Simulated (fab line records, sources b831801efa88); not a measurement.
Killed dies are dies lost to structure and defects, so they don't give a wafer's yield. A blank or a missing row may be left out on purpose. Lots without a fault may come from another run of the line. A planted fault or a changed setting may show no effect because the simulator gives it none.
Which tool did it? | flow sky130 | 6 lots, 18 wafers sampled, at 4 steps of a route of 708

WHAT THE GAUGES READ, wafer by wafer
SKY_VIA4_THK_MEAS_01.
lot  | measured     | on            | VIA4_HDPCVD_THK (nm)
L394 | day 43 00:22 | film_metro-04 | 1821 1814 1801
L398 | day 43 10:59 | film_metro-03 | 1810 1791 1828
L401 | day 44 14:07 | film_metro-04 | 1810 1817 1816
L405 | day 45 13:06 | film_metro-03 | 1810 1816 1788
L409 | day 46 13:02 | film_metro-01 | 1796 1807 1832
L411 | day 46 22:26 | film_metro-03 | 555 573 606

WHICH TOOL RAN EACH LOT (tool, then ch and the chambers of the sampled wafers, then the start)
lot  | SKY_METAL3_SPUTTER_03        | SKY_CAP2M_METAL_ETCH_13           | SKY_VIA4_HDPCVD_00
L394 | pvd_sputter-02, day 37 15:24 | rie_metal-01 ch 0, day 41 22:55   | hdpcvd-01 ch 1,2, day 43 00:10
L398 | pvd_sputter-04, day 38 03:53 | rie_metal-01 ch 0,1, day 42 09:44 | hdpcvd-02 ch 1,2, day 43 10:49
L401 | pvd_sputter-04, day 39 10:01 | rie_metal-01 ch 0,1, day 43 13:32 | hdpcvd-02 ch 0,1,2, day 44 14:00
L405 | pvd_sputter-02, day 40 11:04 | rie_metal-02 ch 0,1, day 44 14:00 | hdpcvd-01 ch 0,1,2, day 45 12:55
L409 | pvd_sputter-04, day 41 15:12 | rie_metal-01 ch 0,1, day 45 13:59 | hdpcvd-01 ch 0,1,2, day 46 12:50
L411 | pvd_sputter-01, day 42 02:07 | rie_metal-02 ch 0,1, day 45 23:52 | hdpcvd-02 ch 0,1, day 46 22:15
- SKY_METAL3_SPUTTER_03: material Ti, target thk 5 nm, time 3.3 s.
- SKY_CAP2M_METAL_ETCH_13: etches TiN in Cl2/BCl3, stops on SiO2, target depth 220 nm, time 62.9 s.
- SKY_VIA4_HDPCVD_00: deposits SiO2, target thk 1750 nm, time 300.4 s.

THE ANSWER, worked out from the rows above alone
Rule: what is usual is taken from the lots themselves. Put in order of their means at a reading, lots are off if they are a third of the lots or fewer, leave a main group of 4 or more, and stand apart from it by a gap of 3 or more times the standard deviation of the main group's means; of several such gaps the widest counts. A main group whose means are all the same, to the digits that the tables above print for the reading, isn't used. A lot without any number at a reading at which 4 lots or more have one is off too. The other lots that the step has rows for count as sound.
Off: L411, at SKY_VIA4_THK_MEAS_01 (VIA4_HDPCVD_THK). The main group: mean 1810 nm, standard deviation 3.3.
A tool fits if, at a process step before that reading, it ran every lot that is off, and no sound lot after the first of them. The gauges at SKY_VIA4_THK_MEAS_01 are tried like those tools. Can't be told from this: 4 tools fit, pvd_sputter-01 at SKY_METAL3_SPUTTER_03, rie_metal-02 at SKY_CAP2M_METAL_ETCH_13, hdpcvd-02 at SKY_VIA4_HDPCVD_00, film_metro-03 at SKY_VIA4_THK_MEAS_01.

WHAT THE SIMULATOR HAD PUT IN
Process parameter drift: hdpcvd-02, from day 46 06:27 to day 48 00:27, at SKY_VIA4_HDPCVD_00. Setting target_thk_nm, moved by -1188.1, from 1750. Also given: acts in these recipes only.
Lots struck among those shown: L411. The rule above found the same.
